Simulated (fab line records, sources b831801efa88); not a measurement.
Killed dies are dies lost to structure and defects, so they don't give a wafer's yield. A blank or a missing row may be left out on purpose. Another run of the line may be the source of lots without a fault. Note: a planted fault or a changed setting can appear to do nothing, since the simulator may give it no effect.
Split-lot study :: flow sfq-line :: 5 lots, 23 wafers read, on a route of 325 steps

ABOUT THE SPLIT
At SFQ_TRILAYER_M5_LITHO_COAT_128 (resist thk 62 nm), the setting resist-thk-nm was moved away from the recipe's 62 nm on 9 of the 23 wafers read, by +1.5% to +5.7%. All remaining wafers had this setting at the recipe value.

The reading comes from the split's own step.

THE READING
BARC_of_TRILAYER_M5_LITHO_COAT_128.thk-nm (the simulator's own value, which no gauge read), in nm, at SFQ_TRILAYER_M5_LITHO_COAT_128 (resist thk 62 nm). The file gives no usual value for it. Across the 14 wafers here that went through the recipe, the average is 62.05 nm and the standard deviation 0.12 nm.

wafer: L075.1
tool, chamber at the split: litho-track-03, 0
resist-thk-nm as run, nm: 62
against the recipe: recipe
BARC_of_TRILAYER_M5_LITHO_COAT_128.thk-nm, nm: 61.98
against lot-mates on the recipe: -

wafer: L075.2
tool, chamber at the split: litho-track-03, 0
resist-thk-nm as run, nm: 62.95
against the recipe: +1.5%
BARC_of_TRILAYER_M5_LITHO_COAT_128.thk-nm, nm: 63.11
against lot-mates on the recipe: +1.05

wafer: L075.3
tool, chamber at the split: litho-track-03, 0
resist-thk-nm as run, nm: 62
against the recipe: recipe
BARC_of_TRILAYER_M5_LITHO_COAT_128.thk-nm, nm: 62.12
against lot-mates on the recipe: -

wafer: L075.4
tool, chamber at the split: litho-track-03, 0
resist-thk-nm as run, nm: 62.95
against the recipe: +1.5%
BARC_of_TRILAYER_M5_LITHO_COAT_128.thk-nm, nm: 62.97
against lot-mates on the recipe: +0.91

wafer: L075.5
tool, chamber at the split: litho-track-03, 0
resist-thk-nm as run, nm: 62
against the recipe: recipe
BARC_of_TRILAYER_M5_LITHO_COAT_128.thk-nm, nm: 62.08
against lot-mates on the recipe: -

wafer: L076.1
tool, chamber at the split: litho-track-01, 0
resist-thk-nm as run, nm: 62
against the recipe: recipe
BARC_of_TRILAYER_M5_LITHO_COAT_128.thk-nm, nm: 62.02
against lot-mates on the recipe: -

wafer: L076.2
tool, chamber at the split: litho-track-01, 0
resist-thk-nm as run, nm: 65.55
against the recipe: +5.7%
BARC_of_TRILAYER_M5_LITHO_COAT_128.thk-nm, nm: 65.57
against lot-mates on the recipe: +3.53

wafer: L076.4
tool, chamber at the split: litho-track-01, 0
resist-thk-nm as run, nm: 65.55
against the recipe: +5.7%
BARC_of_TRILAYER_M5_LITHO_COAT_128.thk-nm, nm: 65.63
against lot-mates on the recipe: +3.59

wafer: L076.5
tool, chamber at the split: litho-track-01, 0
resist-thk-nm as run, nm: 62
against the recipe: recipe
BARC_of_TRILAYER_M5_LITHO_COAT_128.thk-nm, nm: 62.15
against lot-mates on the recipe: -

wafer: L076.6
tool, chamber at the split: litho-track-01, 0
resist-thk-nm as run, nm: 62
against the recipe: recipe
BARC_of_TRILAYER_M5_LITHO_COAT_128.thk-nm, nm: 61.96
against lot-mates on the recipe: -

wafer: L077.1
tool, chamber at the split: litho-track-01, 0
resist-thk-nm as run, nm: 65.31
against the recipe: +5.3%
BARC_of_TRILAYER_M5_LITHO_COAT_128.thk-nm, nm: 65.59
against lot-mates on the recipe: +3.48

wafer: L077.2
tool, chamber at the split: litho-track-01, 0
resist-thk-nm as run, nm: 65.31
against the recipe: +5.3%
BARC_of_TRILAYER_M5_LITHO_COAT_128.thk-nm, nm: 65.75
against lot-mates on the recipe: +3.64

wafer: L077.3
tool, chamber at the split: litho-track-01, 0
resist-thk-nm as run, nm: 62
against the recipe: recipe
BARC_of_TRILAYER_M5_LITHO_COAT_128.thk-nm, nm: 62.03
against lot-mates on the recipe: -

wafer: L077.4
tool, chamber at the split: litho-track-01, 0
resist-thk-nm as run, nm: 65.31
against the recipe: +5.3%
BARC_of_TRILAYER_M5_LITHO_COAT_128.thk-nm, nm: 65.44
against lot-mates on the recipe: +3.33

wafer: L077.5
tool, chamber at the split: litho-track-01, 0
resist-thk-nm as run, nm: 62
against the recipe: recipe
BARC_of_TRILAYER_M5_LITHO_COAT_128.thk-nm, nm: 62.18
against lot-mates on the recipe: -

wafer: L082.2
tool, chamber at the split: litho-track-03, 0
resist-thk-nm as run, nm: 64.34
against the recipe: +3.8%
BARC_of_TRILAYER_M5_LITHO_COAT_128.thk-nm, nm: 64.52
against lot-mates on the recipe: +2.36

wafer: L082.3
tool, chamber at the split: litho-track-03, 0
resist-thk-nm as run, nm: 62
against the recipe: recipe
BARC_of_TRILAYER_M5_LITHO_COAT_128.thk-nm, nm: 62.07
against lot-mates on the recipe: -

wafer: L082.4
tool, chamber at the split: litho-track-03, 0
resist-thk-nm as run, nm: 64.34
against the recipe: +3.8%
BARC_of_TRILAYER_M5_LITHO_COAT_128.thk-nm, nm: 64.39
against lot-mates on the recipe: +2.23

wafer: L082.5
tool, chamber at the split: litho-track-03, 0
resist-thk-nm as run, nm: 62
against the recipe: recipe
BARC_of_TRILAYER_M5_LITHO_COAT_128.thk-nm, nm: 62.23
against lot-mates on the recipe: -

wafer: L082.6
tool, chamber at the split: litho-track-03, 0
resist-thk-nm as run, nm: 62
against the recipe: recipe
BARC_of_TRILAYER_M5_LITHO_COAT_128.thk-nm, nm: 62.18
against lot-mates on the recipe: -

wafer: L083.2
tool, chamber at the split: litho-track-02, 0
resist-thk-nm as run, nm: 62
against the recipe: recipe
BARC_of_TRILAYER_M5_LITHO_COAT_128.thk-nm, nm: 61.74
against lot-mates on the recipe: -

wafer: L083.3
tool, chamber at the split: litho-track-02, 0
resist-thk-nm as run, nm: 62
against the recipe: recipe
BARC_of_TRILAYER_M5_LITHO_COAT_128.thk-nm, nm: 61.96
against lot-mates on the recipe: -

wafer: L083.6
tool, chamber at the split: litho-track-02, 0
resist-thk-nm as run, nm: 62
against the recipe: recipe
BARC_of_TRILAYER_M5_LITHO_COAT_128.thk-nm, nm: 61.98
against lot-mates on the recipe: -

THE FIT
A straight line over all 23 wafers: BARC_of_TRILAYER_M5_LITHO_COAT_128.thk-nm changes by +0.644 nm for each +1% of resist-thk-nm; r = +1.00; the points scatter about the line by 0.13 nm.
The same after taking each lot's own level away (the mean of its wafers on the recipe; 23 wafers): +0.635 nm for each +1%; r = +1.00; scatter 0.1 nm.
According to that fit, moving resist-thk-nm by its largest amount changes the reading by 3.6 nm.
From 61.893 to 62.160 nm: that is the span of the lots' own levels, equal to 2.2 times the standard deviation above.
The two slopes are in agreement: the lot-to-lot level therefore moves the slope only a little.
Check: with one of the wafers moved furthest among these (+5.7%) left out of the fit, the line predicts +3.66 nm for it against its lot-mates. Against them it came out at +3.53 nm.

THE OTHER SPLITS THESE WAFERS WENT THROUGH
Before the reading, these wafers also passed through other splits. Each is held against what the fit with the lots' levels taken away leaves over:
other split on the same wafers: SFQ_TRILAYER_JJ_CE_BARC_OPEN_RIE_150 bias-w
wafers away from the commonest value: 7
r with BARC_of_TRILAYER_M5_LITHO_COAT_128.thk-nm (lot level and that fit taken away): +0.29

THE FILE'S OWN FIT
BARC_of_TRILAYER_M5_LITHO_COAT_128.thk-nm changes by +0.631 nm for each +1% of resist-thk-nm, r = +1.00.
